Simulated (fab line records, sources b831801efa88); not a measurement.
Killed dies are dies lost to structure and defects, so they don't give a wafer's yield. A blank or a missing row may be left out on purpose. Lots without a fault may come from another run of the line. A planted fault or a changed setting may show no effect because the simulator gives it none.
Chamber matching | flow sky130 | SKY_VIA1_CMP_24 on cmp-02: 4 sister chambers
The step polishes, stops on SiO2, t overpolish 15 s, target thk 0 nm. 8 wafers are shown with their chamber, then 12 later ones without.

WAFERS WITH THEIR CHAMBER
wafer  | chamber | motor_current_A (A) | time_to_endpoint_s (s)
L082.4 | 1       | 11.5                | 66.6
L085.4 | 3       | 10.9                | 63.5
L085.6 | 3       | 11.5                | 63.9
L084.2 | 0       | 11.8                | 70.3
L084.5 | 0       | 11.8                | 68.5
L088.3 | 2       | 11.9                | 62.3
L088.5 | 1       | 11.2                | 65.1
L088.6 | 2       | 11.4                | 65.2

WAFERS WITHOUT THEIR CHAMBER
wafer  | motor_current_A (A) | time_to_endpoint_s (s)
L089.3 | 11.8                | 66.7
L089.5 | 11.7                | 66.5
L089.6 | 11.4                | 68.2
L092.1 | 12.0                | 61.6
L092.3 | 10.7                | 64.2
L092.4 | 11.8                | 65.1
L094.3 | 10.4                | 61.6
L094.4 | 11.7                | 63.8
L094.6 | 12.2                | 61.7
L097.1 | 11.6                | 67.2
L097.4 | 11.4                | 68.3
L097.5 | 11.2                | 65.3

WHICH CHAMBER EACH WENT THROUGH
wafer  | from the rows above               | in truth
L089.3 | can't be placed: 1 or 0 or 2 or 3 | 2
L089.5 | can't be placed: 1 or 2 or 0 or 3 | 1
L089.6 | can't be placed: 0 or 1 or 3 or 2 | 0
L092.1 | can't be placed: 2 or 3 or 1      | 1
L092.3 | can't be placed: 3 or 1 or 2      | 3
L092.4 | can't be placed: 2 or 1 or 3      | 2
L094.3 | can't be placed: 3 or 2 or 1      | 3
L094.4 | can't be placed: 2 or 3 or 1      | 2
L094.6 | can't be placed: 2 or 3 or 1      | 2
L097.1 | can't be placed: 1 or 0 or 2 or 3 | 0
L097.4 | can't be placed: 0 or 1 or 2 or 3 | 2
L097.5 | can't be placed: 1 or 3 or 2      | 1
Placed correctly: 0 of 12. Can't be placed from these rows: 12 (the true chamber is among the candidates in 12). Placed wrongly: 0.
How it was worked out, from the rows above alone: a wafer's distance from a chamber is the root of the sum, over the readings, of the square of ((its reading less the chamber's mean) divided by the reading's scatter). The wafer belongs to the nearest chamber; if the next one is less than 2 further off, it can't be placed. A chamber's mean is the mean of its shown wafers. The scatter: the root of (the sum of the squares of (reading less its chamber's mean) over the shown wafers, divided by (wafers less chambers)).
